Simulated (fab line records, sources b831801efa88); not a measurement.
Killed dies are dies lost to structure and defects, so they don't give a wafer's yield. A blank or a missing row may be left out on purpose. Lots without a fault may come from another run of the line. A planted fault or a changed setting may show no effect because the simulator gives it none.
fab line records | flow sfq_line | part 2 of 2: steps 22 to 30 of 30
record lots=5 wafers=15 last_day=84
route steps=325 shown M7@288 I7@296 M8@311
lots that met no fault: from a run of the same line without faults
start_h: hours from the record's first day to the start of the lot's first wafer shown | wait_h: hours since the lot's step before | " the same as in the row above | L1.1+2: a row that stands for several wafers | - no value, or no start given | * or withheld: withheld | < > ~ a bound
route shown NAME@n: a module of which the file shows steps, and the number in the route of the first | usual: mean/standard deviation of fault-free wafers | same: alike in all rows | chamber/n: place in a boat | sites: the reading at each site | _std_site: their standard deviation | _edge_site: outer sites' mean less inner sites' | radius_mm: how far each site lies from the wafer's centre | mask NAME#n: copy n | behind: the tool/chamber that last shaped the wafer | hold: why the lot was held/for how many hours/how that ended | device: the transistor (n, p or np) that didn't switch | end of line: the same wafers' tests at the end of the route | a step without rows: its recipe alone | killed: dies lost to structure and defects at the first sort, not the wafer's yield | map: a wafer's dies, x killed, . not, _ none there
set.NAME: the setting as run; set.NAME@STEP: as run at that earlier step | model.NAME: the simulator's own value behind a step, which no gauge read
lots at some steps of the route; a table a step, a row a wafer
services: from which hour (start_h, from the record's first day; less than 0 if before it) a tool's chamber was out of use, for how many hours, and why
## steps
# step SFQ_TRILAYER_I7_VIA_STRIP_STRIP_191
# recipe gas=O2 power_w=200 platen_temp_c=40 overash_fraction=0.65 chemistry=O2 pressure_mtorr=50
# usual drypump_motor_current_A=5.8/0.39 oes_product_au=1.002/0.01
# columns lot.wafer tool chamber start_h wait_h drypump_motor_current_A oes_product_au rf_hours_counter_h
L074.1 rie_metal-02 0 1711.30 - 5.6 0.979 41
L074.3 " 0 " " 5.6 0.985 -
L074.6 " 0 " " 5.6 0.988 -
L075.1 rie_metal-03 1 1712.50 - 6.1 0.998 45
L075.2 " 0 " " 5.6 1.009 77
L075.6 " 1 " " 6.1 1.011 -
L081.4 rie_metal-04 1 1729.36 - 5.3 1.017 -
L081.5 " 1 " " 5.4 1.011 -
L081.6 " 0 " " 5.9 1.000 -
L083.1 rie_metal-04 0 1894.81 - 5.9 0.996 99
L083.4 " 1 " " 5.4 1.008 -
L083.6 " 1 " " 5.4 1.004 -
L092.3 rie_metal-04 1 1930.70 - 5.4 0.996 -
L092.4 " 0 " " 5.9 1.003 -
L092.6 " 1 " " 5.4 0.999 -
# step SFQ_TRILAYER_I7_VIA_STRIP_SOLV_CLEAN_192
# recipe chemistry=NMP temp_c=70 time_s=600
# usual temp_c=70.00/0.12
# columns lot.wafer tool chamber start_h wait_h temp_c
L074.1 wet_bench-02 5 1711.90 0.4 69.96
L074.3 " 1 " " 69.94
L074.6 " 2 " " 69.99
L075.1 wet_bench-04 2 1713.10 0.4 69.86
L075.2 " 3 " " 69.85
L075.6 " 6 " " 69.92
L081.4 wet_bench-02 2 1729.76 0.2 70.14
L081.5 " 1 " " 69.85
L081.6 " 3 " " 69.93
L083.1 wet_bench-04 1 1895.41 0.4 69.95
L083.4 " 7 " " 69.94
L083.6 " 5 " " 70.08
L092.3 wet_bench-04 0 1931.10 0.2 69.90
L092.4 " 1 " " 69.92
L092.6 " 2 " " 70.28
# step SFQ_TRILAYER_M8_LITHO_LOR_COAT_197
# recipe resist=lift-off spin_rpm=3000
# usual chill_plate_temp_C=23.03/0.1 exhaust_pa=45.1/0.96
# columns lot.wafer tool chamber start_h wait_h chill_plate_temp_C exhaust_pa
L074.1 litho_track-01 0 1712.27 0.2 23.06 43.6
L074.3 " 0 " " 23.17 43.8
L074.6 " 0 " " 23.04 43.6
L075.1 litho_track-03 0 1713.27 0.0 23.05 45.8
L075.2 " 0 " " 23.16 45.4
L075.6 " 0 " " 22.88 45.4
L081.4 litho_track-03 0 1730.09 0.1 23.00 44.4
L081.5 " 0 " " 23.09 46.2
L081.6 " 0 " " 23.05 44.6
L083.1 litho_track-04 0 1895.65 0.1 22.87 45.8
L083.4 " 0 " " 23.12 45.4
L083.6 " 0 " " 22.94 44.5
L092.3 litho_track-03 0 1931.37 0.1 23.18 47.0
L092.4 " 0 " " 23.16 45.4
L092.6 " 0 " " 22.98 46.5
# step SFQ_TRILAYER_M8_LITHO_LOR_BAKE_198
# recipe resist=lift-off temp_c=withheld time_s=withheld
# usual chill_plate_temp_C=* exhaust_pa=45.1/0.89
# columns lot.wafer tool chamber start_h wait_h chill_plate_temp_C exhaust_pa
L074.1 litho_track-01 0 1712.57 0.2 * 45.5
L074.3 " 0 " " * 44.5
L074.6 " 0 " " * 46.5
L075.1 litho_track-03 0 1713.57 0.2 * 43.4
L075.2 " 0 " " * 46.0
L075.6 " 0 " " * 44.9
L081.4 litho_track-03 0 1730.51 0.4 * 45.3
L081.5 " 0 " " * 45.4
L081.6 " 0 " " * 44.9
L083.1 litho_track-04 0 1895.95 0.2 * 46.2
L083.4 " 0 " " * 44.9
L083.6 " 0 " " * 44.9
L092.3 litho_track-03 0 1931.76 0.3 * 43.9
L092.4 " 0 " " * 45.9
L092.6 " 0 " " * 44.9
# step SFQ_TRILAYER_M8_LITHO_COAT_193
# recipe resist=KrF spin_rpm=3000 resist_thk_nm=600
# usual chill_plate_temp_C=23.02/0.11 exhaust_pa=44.9/0.9
# columns lot.wafer tool chamber start_h wait_h chill_plate_temp_C exhaust_pa
L074.1 litho_track-01 0 - - 23.13 45.3
L074.3 " 0 " " 23.00 44.4
L074.6 " 0 " " 23.01 44.8
L075.1 litho_track-03 0 - - 22.93 44.7
L075.2 " 0 " " 23.02 44.8
L075.6 " 0 " " 23.02 45.4
L081.4 litho_track-03 0 - - 23.11 44.8
L081.5 " 0 " " 22.99 44.5
L081.6 " 0 " " 23.11 44.8
L083.1 litho_track-04 0 - - 22.78 45.2
L083.4 " 0 " " 22.83 44.8
L083.6 " 0 " " 23.11 44.4
L092.3 litho_track-03 0 - - 23.07 45.7
L092.4 " 0 " " 23.18 44.9
L092.6 " 0 " " 22.88 44.7
# step SFQ_TRILAYER_M8_LITHO_SOFTBAKE_199
# recipe temp_c=withheld time_s=withheld resist=KrF
# usual chill_plate_temp_C=* exhaust_pa=45.1/1
# columns lot.wafer tool chamber start_h wait_h chill_plate_temp_C exhaust_pa
L074.1 litho_track-01 0 - - * 44.8
L074.3 " 0 " " * 46.5
L074.6 " 0 " " * 45.3
L075.1 litho_track-03 0 - - * 44.4
L075.2 " 0 " " * 45.7
L075.6 " 0 " " * 45.5
L081.4 litho_track-03 0 - - * 43.1
L081.5 " 0 " " * 44.6
L081.6 " 0 " " * 45.4
L083.1 litho_track-04 0 - - * 44.5
L083.4 " 0 " " * 44.4
L083.6 " 0 " " * 45.3
L092.3 litho_track-03 0 - - * 45.8
L092.4 " 0 " " * 44.9
L092.6 " 0 " " * 45.3
# step SFQ_TRILAYER_M8_LITHO_EXPOSE_194
# recipe mask_id=M8 na=0.6 source_shape=conventional sigma_outer=0.65 target_cd_nm=2000 dose_mj=14.4
# columns lot.wafer tool chamber start_h wait_h mask
L074.1+3+6 krf_scanner-02 0 1786.54 - M8#0
L075.1+2+6 krf_scanner-02 0 1788.94 - M8#0
L081.4+5+6 krf_scanner-02 0 1806.34 - M8#0
L083.1+4+6 krf_scanner-02 0 1972.57 - M8#0
L092.3+4+6 krf_scanner-01 0 2023.14 - M8#0
# step SFQ_TRILAYER_M8_LITHO_PEB_196
# recipe peb_temp_c=115 peb_time_s=60 resist=KrF
# usual chill_plate_temp_C=22.97/0.11 exhaust_pa=45.1/1
# columns lot.wafer tool chamber start_h wait_h chill_plate_temp_C exhaust_pa
L074.1 litho_track-03 0 1787.74 1.0 23.14 45.1
L074.3 " 0 " " 23.14 46.1
L074.6 " 0 " " 23.07 45.9
L075.1 litho_track-01 0 1790.14 1.0 23.13 43.7
L075.2 " 0 " " 22.98 45.2
L075.6 " 0 " " 23.07 44.6
L081.4 litho_track-03 0 1807.02 0.5 22.91 47.0
L081.5 " 0 " " 23.04 45.4
L081.6 " 0 " " 22.91 46.0
L083.1 litho_track-03 0 1973.77 1.0 22.85 47.1
L083.4 " 0 " " 22.91 45.1
L083.6 " 0 " " 23.07 45.9
L092.3 litho_track-01 0 2023.99 0.7 23.14 44.3
L092.4 " 0 " " 23.01 43.5
L092.6 " 0 " " 22.94 45.4
# step SFQ_TRILAYER_M8_LITHO_DEVELOP_195
# recipe img_clear_s=15 time_s=55 resist=KrF
# usual chill_plate_temp_C=23.01/0.11 exhaust_pa=45.1/0.87
# columns lot.wafer tool chamber start_h wait_h chill_plate_temp_C exhaust_pa
L074.1 litho_track-03 0 1787.89 0.1 23.17 43.7
L074.3 " 0 " " 23.25 43.9
L074.6 " 0 " " 23.10 45.9
L075.1 litho_track-01 0 1790.29 0.1 22.99 44.8
L075.2 " 0 " " 22.94 45.3
L075.6 " 0 " " 22.85 45.8
L081.4 litho_track-03 0 1807.16 0.1 23.03 45.3
L081.5 " 0 " " 22.94 45.0
L081.6 " 0 " " 22.90 45.4
L083.1 litho_track-03 0 1973.92 0.1 23.25 45.4
L083.4 " 0 " " 23.21 45.8
L083.6 " 0 " " 23.15 45.6
L092.3 litho_track-01 0 2024.13 0.1 22.93 46.2
L092.4 " 0 " " 22.94 45.0
L092.6 " 0 " " 22.95 45.8
## services
# columns tool chamber start_h hours kind
rie_metal-04 - 1647.82 4.0 repair
rie_metal-01 - 1659.72 14.6 pm
krf_scanner-01 - 1676.56 1.3 pm
krf_scanner-01 - 1677.86 0.8 pm
krf_scanner-01 - 1678.61 1.0 pm
krf_scanner-02 - 1680.20 1.0 pm
krf_scanner-02 - 1686.00 1.3 pm
krf_scanner-02 - 1708.90 0.8 pm
krf_scanner-01 - 1738.19 0.5 repair
krf_scanner-01 - 1751.89 0.8 pm
rie_metal-04 1 1797.76 4.8 repair
rie_metal-04 - 1805.61 14.6 pm
krf_scanner-02 - 1810.90 1.2 repair
rie_metal-04 1 1835.92 10.3 repair
krf_scanner-02 - 1838.23 1.0 pm
krf_scanner-02 - 1845.03 1.5 repair
krf_scanner-02 - 1862.10 4.0 pm
krf_scanner-02 - 1866.12 1.3 pm
rie_metal-04 - 1920.23 1.4 pm
rie_metal-01 1 1948.16 2.6 repair
rie_metal-01 - 1985.37 2.8 pm
krf_scanner-02 - 2004.84 1.0 repair
krf_scanner-02 - 2007.01 1.0 pm
rie_metal-01 - 2018.75 0.2 repair
